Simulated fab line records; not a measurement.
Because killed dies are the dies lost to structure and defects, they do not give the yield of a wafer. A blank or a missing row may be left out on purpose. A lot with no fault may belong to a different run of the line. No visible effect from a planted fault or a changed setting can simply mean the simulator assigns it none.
Matching of chambers    flow gf180mcu    rie-diel-03 running GF_V4_ETCH_16: 4 sister chambers
The step etches BARC in N2/H2. 4 wafers are shown with their chamber, then 9 later ones without.

EACH WAFER AND ITS CHAMBER
wafer   chamber  drypump-motor-current-A (A)
L082.6  1        5.1
L085.5  0        5.2
L089.5  2        6.6
L089.6  3        6.4

WAFERS WITHOUT THEIR CHAMBER
wafer   drypump-motor-current-A (A)
L094.2  6.5
L094.3  5.1
L094.5  6.5
L096.3  6.6
L096.4  6.5
L096.5  5.1
L097.2  6.5
L097.4  6.6
L097.6  6.5

WHICH CHAMBER EACH WENT THROUGH
wafer   from the rows above      in truth
L094.2  can't be placed: 2 or 3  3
L094.3  can't be placed: 1 or 0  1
L094.5  can't be placed: 2 or 3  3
L096.3  2                        2
L096.4  can't be placed: 2 or 3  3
L096.5  can't be placed: 1 or 0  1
L097.2  can't be placed: 2 or 3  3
L097.4  2                        2
L097.6  can't be placed: 2 or 3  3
Correct placement for 2 of the 9. Not placeable from these rows: 7 (in 7, the candidates include the true chamber). 0 placed wrongly.
How it was worked out, from the rows above alone: a wafer's distance from a chamber is the root of the sum, over the readings, of the square of ((its reading less the chamber's mean) divided by the reading's scatter). If the next closest chamber is less than 2 further off than the closest, the wafer can't be placed; otherwise it belongs to the closest. A chamber's mean is the mean of its shown wafers. The scatter (one wafer shown for each chamber): square how far every hidden wafer sits from the nearest shown wafer, average those squares and take the square root.
